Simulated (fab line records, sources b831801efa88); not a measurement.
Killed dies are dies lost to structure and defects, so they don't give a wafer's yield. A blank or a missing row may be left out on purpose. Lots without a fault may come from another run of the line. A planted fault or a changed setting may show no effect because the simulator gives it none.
Chamber matching | flow sky130 | SKY_PASSIVATION_CVD_00 on pecvd-04: 3 sister chambers
The step deposits SiO2, target thk 90 nm. 27 wafers are shown with their chamber, then 12 later ones without.

WAFERS WITH THEIR CHAMBER
wafer  | chamber | heater_power_w (W)
L074.3 | 2       | 574
L074.4 | 2       | 598
L074.6 | 0       | 591
L076.4 | 1       | 807
L076.5 | 2       | 607
L076.6 | 0       | 529
L081.1 | 1       | 756
L081.2 | 0       | 612
L081.3 | 2       | 625
L081.4 | 1       | 760
L081.5 | 0       | 604
L081.6 | 2       | 626
L083.1 | 1       | 751
L083.2 | 0       | 607
L083.6 | 0       | 612
L086.1 | 2       | 654
L086.2 | 0       | 584
L086.3 | 1       | 802
L086.4 | 2       | 641
L086.5 | 1       | 819
L086.6 | 0       | 606
L085.1 | 0       | 635
L085.2 | 1       | 823
L085.4 | 2       | 692
L089.1 | 2       | 705
L089.2 | 0       | 636
L089.4 | 1       | 796

SIGNATURES (means of the wafers above)
reading        | chamber 0 | chamber 1 | chamber 2 | scatter within a chamber
heater_power_w | 601.60    | 789.25    | 635.78    | 34.7
Rule: a wafer's distance from a chamber is the root of the sum, over the readings, of the square of ((its reading less the chamber's mean) divided by the reading's scatter). The wafer belongs to the nearest chamber; if the next one is less than 2 further off, it can't be placed. The scatter: the root of (the sum of the squares of (reading less its chamber's mean) over the shown wafers, divided by (wafers less chambers)).

WAFERS WITHOUT THEIR CHAMBER
wafer  | heater_power_w (W)
L088.1 | 598
L088.2 | 629
L088.4 | 799
L095.1 | 804
L095.3 | 626
L095.4 | 643
L097.1 | 524
L097.2 | 802
L097.3 | 598
L097.4 | 825
L097.5 | 528
L097.6 | 619

WHICH CHAMBER EACH WENT THROUGH
wafer  | from the rows above     | in truth
L088.1 | can't be placed: 0 or 2 | 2
L088.2 | can't be placed: 2 or 0 | 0
L088.4 | 1                       | 1
L095.1 | 1                       | 1
L095.3 | can't be placed: 2 or 0 | 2
L095.4 | can't be placed: 2 or 0 | 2
L097.1 | can't be placed: 0 or 2 | 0
L097.2 | 1                       | 1
L097.3 | can't be placed: 0 or 2 | 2
L097.4 | 1                       | 1
L097.5 | can't be placed: 0 or 2 | 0
L097.6 | can't be placed: 2 or 0 | 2
Placed correctly: 4 of 12. Can't be placed from these rows: 8 (the true chamber is among the candidates in 8). Placed wrongly: 0.
